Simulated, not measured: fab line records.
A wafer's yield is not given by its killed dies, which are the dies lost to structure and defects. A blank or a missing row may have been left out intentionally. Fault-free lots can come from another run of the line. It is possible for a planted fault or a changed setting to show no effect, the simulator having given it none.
Which of the tools did it? -- flow sky130 -- 24 lots with 72 wafers sampled at 5 steps, on a route of 708 steps

WHAT THE GAUGES SHOWED, per wafer
SKY_CONTACT_RS_MEAS_25: a four-point-probe measurement.
lot,measured,on,CONTACT_W_RS (ohm/sq)
L074,day 31 09:35,filmMetro-03,0.333 0.346 0.333
L075,day 31 19:46,filmMetro-03,0.343 0.340 0.337
L076,day 32 06:42,filmMetro-02,0.330 0.336 0.332
L077,day 32 15:38,filmMetro-03,0.335 0.330 0.334
L078,day 33 01:15,filmMetro-03,0.341 0.340 0.339
L079,day 33 16:11,filmMetro-04,0.342 0.343 0.337
L080,day 33 18:37,filmMetro-03,0.342 0.335 0.337
L081,day 34 06:44,filmMetro-02,0.343 0.338 0.341
L082,day 34 11:34,filmMetro-03,0.334 0.343 0.334
L083,day 34 17:07,filmMetro-02,0.334 0.326 0.338
L084,day 34 23:54,filmMetro-04,0.332 0.332 0.338
L085,day 35 11:59,filmMetro-03,0.334 0.337 0.339
L086,day 35 17:01,filmMetro-04,0.337 0.334 0.336
L087,day 36 00:35,filmMetro-02,0.327 0.335 0.335
L089,day 36 05:55,filmMetro-04,0.337 0.329 0.335
L088,day 36 07:58,filmMetro-03,0.327 0.332 0.333
L090,day 36 19:42,filmMetro-03,0.335 0.336 0.335
L091,day 37 04:50,filmMetro-04,0.329 0.332 0.337
L092,day 37 09:50,filmMetro-03,0.332 0.332 0.336
L093,day 37 20:10,filmMetro-03,0.335 0.338 0.334
L094,day 38 01:47,filmMetro-02,0.338 0.329 0.334
L095,day 38 10:33,filmMetro-04,0.328 0.330 0.331
L096,day 38 18:07,filmMetro-03,0.336 0.329 0.332
L097,day 38 23:31,filmMetro-02,0.334 0.334 0.333

SKY_VIA3_THK_MEAS_01.
lot,measured,on,VIA3_HDPCVD_THK (nm)
L074,day 38 10:19,filmMetro-01,1666 1669 1631
L075,day 38 18:32,filmMetro-01,1632 1655 1639
L076,day 39 04:42,filmMetro-04,1623 1645 1649
L077,day 39 12:59,filmMetro-01,1656 1645 1645
L078,day 39 21:52,filmMetro-02,1648 1641 1659
L079,day 40 10:21,filmMetro-02,1619 1645 1629
L080,day 40 12:56,filmMetro-02,1613 1620 1626
L081,day 41 00:54,filmMetro-04,1635 1626 1640
L082,day 41 05:10,filmMetro-02,1636 1644 1652
L083,day 41 10:48,filmMetro-04,1617 1615 1643
L084,day 41 15:58,filmMetro-04,1636 1625 1646
L085,day 42 03:03,filmMetro-01,1639 1642 1628
L086,day 42 06:27,filmMetro-01,1647 1623 1630
L087,day 42 13:47,filmMetro-02,1621 1650 1612
L089,day 42 18:52,filmMetro-01,1667 1654 1635
L088,day 42 20:41,filmMetro-02,1644 1655 1655
L090,day 43 07:11,filmMetro-02,1616 1633 1618
L091,day 43 17:29,filmMetro-04,1649 1625 1638
L092,day 43 19:34,filmMetro-01,1637 1610 1626
L093,day 44 04:56,filmMetro-04,1629 1620 1640
L094,day 44 08:50,filmMetro-04,1612 1619 1622
L095,day 44 16:59,filmMetro-01,1618 1644 1630
L096,day 45 00:52,filmMetro-01,1622 1639 1634
L097,day 45 03:06,filmMetro-01,1642 1617 1631

SKY_VIA3_OVL_MEAS_13.
lot,measured,on,VIA3_OVL (nm)
L074,day 39 11:07,overlay-01,-11 1 -5
L075,day 39 19:58,overlay-01,-6 -9 2
L076,day 40 06:03,overlay-02,-8 -12 -7
L077,day 40 14:25,overlay-02,-3 -3 1
L078,day 40 23:19,overlay-01,-8 -1 -9
L079,day 41 11:23,overlay-02,-8 1 -2
L080,day 41 13:34,overlay-02,-3 7 5
L081,day 42 01:22,overlay-02,-9 -3 -5
L082,day 42 05:34,overlay-02,-4 -8 -9
L083,day 42 10:54,overlay-01,4 -3 -2
L084,day 42 16:01,overlay-01,6 2 1
L085,day 43 02:35,overlay-01,3 0 1
L086,day 43 05:02,overlay-02,3 3 0
L087,day 43 13:07,overlay-01,-2 -9 -6
L089,day 43 18:01,overlay-02,-7 -1 -5
L088,day 43 20:25,overlay-02,-4 -10 -5
L090,day 44 06:37,overlay-01,0 -2 2
L091,day 44 16:53,overlay-02,4 1 -2
L092,day 44 18:02,overlay-01,-4 -3 -2
L093,day 45 03:31,overlay-01,-2 3 -1
L094,day 45 05:53,overlay-02,1 -3 1
L095,day 45 14:14,overlay-01,-2 -2 -6
L096,day 45 21:38,overlay-02,-2 -3 -3
L097,day 46 00:52,overlay-01,-6 2 -2

WHICH TOOL RAN EACH LOT (tool, then ch and the chambers of the sampled wafers, then the start)
lot,SKY_METAL1_SPUTTER_00,SKY_METAL1_SPUTTER_01
L074,"pvdSputter-03, day 31 10:04","pvdSputter-03, day 31 10:05"
L075,"pvdSputter-03, day 31 20:15","pvdSputter-03, day 31 20:16"
L076,"pvdSputter-04, day 32 07:10","pvdSputter-04, day 32 07:11"
L077,"pvdSputter-04, day 32 16:07","pvdSputter-04, day 32 16:08"
L078,"pvdSputter-04, day 33 01:43","pvdSputter-04, day 33 01:44"
L079,"pvdSputter-04, day 33 16:40","pvdSputter-04, day 33 16:41"
L080,"pvdSputter-02, day 33 19:05","pvdSputter-02, day 33 19:07"
L081,"pvdSputter-04, day 34 07:13","pvdSputter-04, day 34 07:14"
L082,"pvdSputter-02, day 34 12:03","pvdSputter-02, day 34 12:05"
L083,"pvdSputter-03, day 34 17:35","pvdSputter-03, day 34 17:37"
L084,"pvdSputter-02, day 35 00:23","pvdSputter-02, day 35 00:24"
L085,"pvdSputter-02, day 35 12:28","pvdSputter-02, day 35 12:30"
L086,"pvdSputter-03, day 35 17:47","pvdSputter-03, day 35 17:48"
L087,"pvdSputter-02, day 36 01:01","pvdSputter-02, day 36 01:03"
L089,"pvdSputter-04, day 36 06:23","pvdSputter-04, day 36 06:25"
L088,"pvdSputter-04, day 36 08:27","pvdSputter-04, day 36 08:28"
L090,"pvdSputter-02, day 36 20:11","pvdSputter-02, day 36 20:13"
L091,"pvdSputter-02, day 37 05:19","pvdSputter-02, day 37 05:20"
L092,"pvdSputter-04, day 37 10:19","pvdSputter-04, day 37 10:20"
L093,"pvdSputter-03, day 37 20:42","pvdSputter-03, day 37 20:44"
L094,"pvdSputter-03, day 38 02:16","pvdSputter-03, day 38 02:17"
L095,"pvdSputter-03, day 38 11:02","pvdSputter-03, day 38 11:03"
L096,"pvdSputter-03, day 38 18:36","pvdSputter-03, day 38 18:38"
L097,"pvdSputter-02, day 38 23:59","pvdSputter-02, day 39 00:00"
- SKY_METAL1_SPUTTER_00: material Ti, target thk 15 nm, time 10 s.
- SKY_METAL1_SPUTTER_01: material TiN, target thk 20 nm, time 16.7 s.

AS READ BY THE TOOLS THEMSELVES (means over the sampled wafers that have a number; for cases with no such wafer, the mark the record gives instead)
SKY_METAL1_SPUTTER_00.
lot,tool,throttleValvePct (%)
L074,pvdSputter-03,29.3
L075,pvdSputter-03,29.4
L076,pvdSputter-04,30.6
L077,pvdSputter-04,31.2
L078,pvdSputter-04,30.2
L079,pvdSputter-04,31.3
L080,pvdSputter-02,29.7
L081,pvdSputter-04,30.1
L082,pvdSputter-02,29.8
L083,pvdSputter-03,29.7
L084,pvdSputter-02,29.4
L085,pvdSputter-02,29.8
L086,pvdSputter-03,29.5
L087,pvdSputter-02,29.6
L089,pvdSputter-04,30.3
L088,pvdSputter-04,30.2
L090,pvdSputter-02,29.6
L091,pvdSputter-02,30.2
L092,pvdSputter-04,30.0
L093,pvdSputter-03,29.7
L094,pvdSputter-03,29.8
L095,pvdSputter-03,29.5
L096,pvdSputter-03,29.7
L097,pvdSputter-02,29.7

SKY_METAL1_SPUTTER_01.
lot,tool,throttleValvePct (%)
L074,pvdSputter-03,29.3
L075,pvdSputter-03,29.6
L076,pvdSputter-04,30.7
L077,pvdSputter-04,31.0
L078,pvdSputter-04,30.2
L079,pvdSputter-04,31.4
L080,pvdSputter-02,29.8
L081,pvdSputter-04,30.5
L082,pvdSputter-02,29.8
L083,pvdSputter-03,29.7
L084,pvdSputter-02,29.5
L085,pvdSputter-02,30.0
L086,pvdSputter-03,29.4
L087,pvdSputter-02,29.6
L089,pvdSputter-04,30.4
L088,pvdSputter-04,30.0
L090,pvdSputter-02,29.6
L091,pvdSputter-02,30.0
L092,pvdSputter-04,30.0
L093,pvdSputter-03,29.8
L094,pvdSputter-03,29.8
L095,pvdSputter-03,29.4
L096,pvdSputter-03,29.6
L097,pvdSputter-02,29.8

THE ANSWER, worked out from the rows above alone
Rule: the lots themselves supply what counts as usual. Put in order of their means at a reading, lots are off if they are a third of the lots or fewer, leave a main group of 4 or more, and stand apart from it by a gap of 3 or more times the standard deviation of the main group's means; of several such gaps the widest counts. Not used: any main group whose means are identical at the precision the tables above print for the reading. A lot without any number at a reading at which 4 lots or more have one is off too. Where the step has rows for the other lots, those lots are counted as sound. The gauges are gone through in route order, then the tools' own readings, and for those a lot's mean is taken as printed above. The first step at which some lot is off is used, and at that step the reading that is off furthest; a lot without a number counts as furthest.
Nothing can be told from this: no lot is off at any reading shown.

WHAT THE SIMULATOR HAD INSERTED
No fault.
